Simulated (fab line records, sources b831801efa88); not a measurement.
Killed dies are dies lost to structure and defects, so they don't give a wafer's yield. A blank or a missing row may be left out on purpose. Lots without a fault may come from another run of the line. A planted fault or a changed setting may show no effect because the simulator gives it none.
Which tool did it? | flow gf180mcu | 13 lots, 39 wafers sampled, at 6 steps of a route of 602

WHAT THE GAUGES READ, wafer by wafer
GF_DUAL_GATE_OVL_MEAS_11.
lot  | measured     | on         | DUAL_GATE_OVL (nm)
L746 | day 8 07:37  | overlay-02 | 0.6 -1.0 -1.4
L747 | day 8 14:28  | overlay-02 | -0.1 -0.2 -1.6
L748 | day 9 00:34  | overlay-02 | 1.2 0.8 2.3
L750 | day 9 09:49  | overlay-02 | 0.2 0.5 -1.3
L751 | day 10 03:51 | overlay-01 | 3.5 3.7 3.9
L752 | day 10 03:54 | overlay-02 | 1.1 -0.1 2.2
L756 | day 11 03:02 | overlay-02 | 1.1 2.0 1.4
L757 | day 11 13:11 | overlay-01 | 2.5 2.2 0.5
L758 | day 11 18:05 | overlay-01 | 2.2 3.7 2.4
L763 | day 13 04:39 | overlay-02 | -0.7 0.4 -0.4
L765 | day 13 18:11 | overlay-02 | -1.1 0.0 -0.8
L768 | day 14 18:21 | overlay-01 | 3.5 3.6 3.6
L769 | day 14 22:29 | overlay-02 | 0.0 0.1 0.5

GF_POLY_GATE_OVL_MEAS_11.
lot  | measured     | on         | POLY_GATE_OVL (nm)
L746 | day 9 03:31  | overlay-01 | 7 1 6
L747 | day 9 10:31  | overlay-02 | 0 -4 -1
L748 | day 10 08:21 | overlay-02 | 2 0 -7
L750 | day 10 08:46 | overlay-02 | -1 -4 -2
L751 | day 11 01:07 | overlay-02 | -10 -4 -9
L752 | day 11 01:22 | overlay-01 | -7 -4 0
L756 | day 12 00:57 | overlay-01 | 1 -3 8
L757 | day 12 12:17 | overlay-02 | -12 -3 -2
L758 | day 12 17:07 | overlay-01 | 4 1 4
L763 | day 14 04:36 | overlay-01 | 0 -2 0
L765 | day 14 19:46 | overlay-01 | 0 -2 -2
L768 | day 15 18:34 | overlay-01 | 6 -4 5
L769 | day 16 02:37 | overlay-01 | 2 7 0

GF_HV_LDD_CD_MEAS_19: target cd 400 nm.
lot  | measured     | on        | cd_nm (nm)
L746 | day 11 01:15 | cd_sem-01 | 400.8 402.1 402.3
L747 | day 11 02:04 | cd_sem-01 | 400.8 398.9 399.6
L748 | day 12 00:02 | cd_sem-01 | 398.5 398.7 398.9
L750 | day 12 00:42 | cd_sem-01 | 402.8 398.9 398.4
L751 | day 12 16:46 | cd_sem-01 | 401.6 400.2 400.4
L752 | day 12 17:23 | cd_sem-01 | 398.4 399.4 398.1
L756 | day 13 19:16 | cd_sem-01 | 402.8 403.5 403.0
L757 | day 14 06:46 | cd_sem-01 | 402.5 400.8 401.0
L758 | day 14 11:07 | cd_sem-02 | - - -
L763 | day 16 01:20 | cd_sem-02 | 399.7 401.6 403.3
L765 | day 16 17:53 | cd_sem-01 | 399.9 401.4 401.2
L768 | day 17 17:58 | cd_sem-01 | 399.6 400.8 402.0
L769 | day 18 03:34 | cd_sem-02 | 398.9 397.6 397.7

GF_HV_LDD_TW_MEAS_23.
lot  | measured     | on            | HV_LDD_2_TW
L746 | day 11 01:37 | film_metro-04 | 1064 1059 1061
L747 | day 11 02:27 | film_metro-02 | 1056 1054 1058
L748 | day 12 00:25 | film_metro-02 | 1051 1046 1055
L750 | day 12 01:05 | film_metro-04 | 1068 1068 1066
L751 | day 12 17:09 | film_metro-02 | 1057 1044 1053
L752 | day 12 17:47 | film_metro-04 | 1074 1073 1072
L756 | day 13 19:41 | film_metro-01 | 1043 1043 1046
L757 | day 14 07:10 | film_metro-04 | 1057 1061 1060
L758 | day 14 11:31 | film_metro-04 | 30 30 30
L763 | day 16 01:44 | film_metro-04 | 1066 1064 1064
L765 | day 16 18:17 | film_metro-04 | 1064 1067 1064
L768 | day 17 18:21 | film_metro-04 | 1051 1055 1056
L769 | day 18 03:59 | film_metro-02 | 1053 1053 1046

GF_HV_LDD_TW_MEAS_50.
lot  | measured     | on            | HV_LDD_4_TW
L746 | day 12 16:29 | film_metro-01 | 563 562 564
L747 | day 12 16:51 | film_metro-01 | 558 560 562
L748 | day 13 16:57 | film_metro-01 | 566 563 563
L750 | day 13 17:55 | film_metro-02 | 568 567 566
L751 | day 14 11:01 | film_metro-01 | 561 558 563
L752 | day 14 11:11 | film_metro-04 | 574 573 571
L756 | day 15 14:20 | film_metro-02 | 568 567 567
L757 | day 16 03:23 | film_metro-04 | 575 574 574
L758 | day 16 06:59 | film_metro-04 | 1114 1116 1105
L763 | day 18 00:34 | film_metro-04 | 570 571 571
L765 | day 18 16:35 | film_metro-02 | 565 563 567
L768 | day 19 18:43 | film_metro-04 | 573 572 575
L769 | day 20 04:52 | film_metro-04 | 574 576 572

WHICH TOOL RAN EACH LOT (tool, then ch and the chambers of the sampled wafers, then the start)
lot  | GF_HV_LDD_EXPOSE_16
L746 | iline_stepper-02 ch 0, day 10 16:31
L747 | iline_stepper-01 ch 0, day 10 17:04
L748 | iline_stepper-02 ch 0, day 11 14:53
L750 | iline_stepper-02 ch 0, day 11 15:30
L751 | iline_stepper-02 ch 0, day 12 07:05
L752 | iline_stepper-01 ch 0, day 12 07:38
L756 | iline_stepper-01 ch 0, day 13 09:28
L757 | iline_stepper-02 ch 0, day 13 20:44
L758 | iline_stepper-02 ch 0, day 14 00:37
L763 | iline_stepper-02 ch 0, day 15 14:44
L765 | iline_stepper-02 ch 0, day 16 07:01
L768 | iline_stepper-02 ch 0, day 17 06:22
L769 | iline_stepper-01 ch 0, day 17 15:31
- GF_HV_LDD_EXPOSE_16: exposes mask Pplus LV AREA, target cd 400 nm.

WHAT THE TOOLS THEMSELVES READ (means of the sampled wafers that have a number; where no wafer has one, the mark that the record gives instead)
The record holds no such reading with a usual standard deviation.

THE ANSWER, worked out from the rows above alone
Rule: what is usual is taken from the lots themselves. Put in order of their means at a reading, lots are off if they are a third of the lots or fewer, leave a main group of 4 or more, and stand apart from it by a gap of 3 or more times the standard deviation of the main group's means; of several such gaps the widest counts. A main group whose means are all the same, to the digits that the tables above print for the reading, isn't used. A lot without any number at a reading at which 4 lots or more have one is off too. The other lots that the step has rows for count as sound. The gauges are gone through in route order, then the tools' own readings, and for those a lot's mean is taken as printed above. The first step at which some lot is off is used, and at that step the reading that is off furthest; a lot without a number counts as furthest.
Off: L758, at GF_HV_LDD_CD_MEAS_19 (cd_nm). Without a number there: L758. The main group: mean 400.4 nm, standard deviation 1.4.
A tool fits if, at a process step before that reading, it ran every lot that is off, and no sound lot after the first of them. The gauges at GF_HV_LDD_CD_MEAS_19 aren't tried: what is off there is off at GF_HV_LDD_TW_MEAS_23 too, on other tools, and a gauge's error can't cause that. None of those tried fits.

WHAT THE SIMULATOR HAD PUT IN
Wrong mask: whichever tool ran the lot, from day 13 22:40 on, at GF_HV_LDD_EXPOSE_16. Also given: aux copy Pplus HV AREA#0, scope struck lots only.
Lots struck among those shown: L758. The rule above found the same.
